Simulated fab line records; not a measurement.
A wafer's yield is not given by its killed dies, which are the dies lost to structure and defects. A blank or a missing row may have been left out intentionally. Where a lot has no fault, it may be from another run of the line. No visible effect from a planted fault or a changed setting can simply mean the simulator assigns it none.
The same fault as seen by 2 desks	flow sky130	each desk holds nothing but its own numbers, with what lay behind them at the end

THE METROLOGY DESK
Lot by lot, what the gauges showed, no matter which tool ran the lot: averages of those sampled wafers that carry a number. A lot is out of limits, marked OUT, if its mean lies more than 4 standard deviations from the usual mean; the brackets give that distance.
Columns: A = LDD_HVN_OVL at SKY_LDD_HVN_OVL_MEAS_07, usual -0.7 nm; B = LDD_HVN_TW at SKY_LDD_HVN_TW_MEAS_10, usual 1425; C = LDD_HVP_OVL at SKY_LDD_HVP_OVL_MEAS_07, usual 0.0 nm
lot	first seen here	A	B	C
L701	day 22 05:36	-1.3	1417	0.4
L702	day 22 22:43	-1.9	1422	0.6
L705	day 23 12:13	-1.7	1428	1.5
L707	day 24 11:22	-0.6	1416	0.2
L714	day 26 07:22	1.4	1442	-0.7
L720	day 27 22:25	1.2	1424	1.9
This desk's verdict: no lot among the 6 shows anything out of limits.

DESK OF THE TOOL OWNER: implanter-02
The tool's own readings at SKY_LDD_HVP_IMPLANT_08: means of the sampled wafers that have a number, for each lot that ran on this tool. A lot is out of limits, marked OUT, if its mean lies more than 4 standard deviations from the usual mean; the brackets give that distance.
Columns: A = beam_on_s at SKY_LDD_HVP_IMPLANT_08, usual 10.02 s; B = end_station_pressure_torr at SKY_LDD_HVP_IMPLANT_08, usual 5.09e-06 Torr; C = faraday_current_uA at SKY_LDD_HVP_IMPLANT_08, usual 95.7
lot	first seen here	A	B	C
L702	day 24 04:56	9.84	5.02e-06	97.5
L705	day 24 18:22	10.83 (+4.1) OUT	5.76e-05 (+99 or more) OUT	85.2 (-5.5) OUT
L707	day 25 17:29	10.75	5.99e-05 (+99 or more) OUT	85.9 (-5.2) OUT
This desk's finding: out of limits on L705, L707; first on L705, day 24 18:22 (beam_on_s at SKY_LDD_HVP_IMPLANT_08). L702 stayed within limits.

BROUGHT TOGETHER
An alarm could have come from the tool owner's desk at day 24 18:22, on L705, L707.
At the metrology desk, nothing out of limits was observed.
The metrology desk has L705, L707 on record, within its limits.
SKY_LDD_HVP_IMPLANT_08 was run on implanter-02 by each of the lots named.

WHAT WAS PUT IN BY THE SIMULATOR
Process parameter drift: implanter-02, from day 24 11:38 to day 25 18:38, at SKY_LDD_HVP_IMPLANT_08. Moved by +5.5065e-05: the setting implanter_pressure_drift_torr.
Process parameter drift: implanter-02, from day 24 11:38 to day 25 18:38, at SKY_LDD_HVP_IMPLANT_08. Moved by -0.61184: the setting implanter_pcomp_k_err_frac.
Lots struck among those shown: L705, L707.
Time in hours from fault onset to the first out-of-limits reading at each desk: the tool owner's desk, 7.
